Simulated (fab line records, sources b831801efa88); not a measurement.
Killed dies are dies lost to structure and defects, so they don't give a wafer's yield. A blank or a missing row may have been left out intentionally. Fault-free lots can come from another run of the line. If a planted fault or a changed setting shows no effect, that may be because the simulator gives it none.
Which of the tools did it?	flow gf180mcu	18 wafers from 6 lots sampled at 2 of the route's 602 steps

== WHAT EACH GAUGE READ, for each wafer ==
GF_MVSD_OVL_MEAS_07.
lot	measured	on	MVSD_OVL (nm)
L937	day 4 17:22	overlay-02	-2.3 -0.2 -0.2
L939	day 5 06:19	overlay-01	0.3 0.5 -0.2
L944	day 6 09:04	overlay-01	1.7 3.8 2.4
L948	day 7 09:03	overlay-01	-79.0 -79.7 -78.1
L951	day 7 23:42	overlay-01	-0.3 -1.2 -0.4
L958	day 9 17:22	overlay-02	0.5 -0.8 0.6

== TOOL THAT RAN EACH LOT (tool first, then ch and the chambers of the sampled wafers, then the start) ==
lot	GF_MVSD_EXPOSE_04
L937	iline-stepper-01 ch 0, day 4 10:38
L939	iline-stepper-02 ch 0, day 4 23:47
L944	iline-stepper-01 ch 0, day 6 01:36
L948	iline-stepper-01 ch 0, day 7 01:35
L951	iline-stepper-02 ch 0, day 7 16:49
L958	iline-stepper-02 ch 0, day 9 08:40
- GF_MVSD_EXPOSE_04: exposes mask MVSD, target cd 1000 nm.

== THE ANSWER, worked out from the rows above alone ==
Rule: what is usual is taken from the lots themselves. Put in order of their means at a reading, lots are off if they are a third of the lots or fewer, leave a main group of 4 or more, and stand apart from it by a gap of 3 or more times the standard deviation of the main group's means; of several such gaps the widest counts. A main group whose means are all the same, to the digits that the tables above print for the reading, isn't used. A lot without any number at a reading at which 4 lots or more have one is off too. The other lots that the step has rows for count as sound.
Off: at GF_MVSD_OVL_MEAS_07 (MVSD_OVL), L948. The main group has a mean of 0.3 nm with a standard deviation of 1.2.
If a tool, at a process step before that reading, ran all the lots that are off and no sound lot after the first of them, it fits. Gauges at GF_MVSD_OVL_MEAS_07: tried the same way as those tools. One fits: GF_MVSD_EXPOSE_04 on iline-stepper-01. Its last sound lot is L944 (day 6 01:36), its first lot that is off L948 (day 7 01:35): a fault that began between those two fits.

== WHAT HAD BEEN PUT IN BY THE SIMULATOR ==
Scanner matching overlay: iline-stepper-01, from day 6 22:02 on, at GF_MVSD_EXPOSE_04. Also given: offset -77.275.
Shown lots that were struck: L948. The rule above reached the same finding.
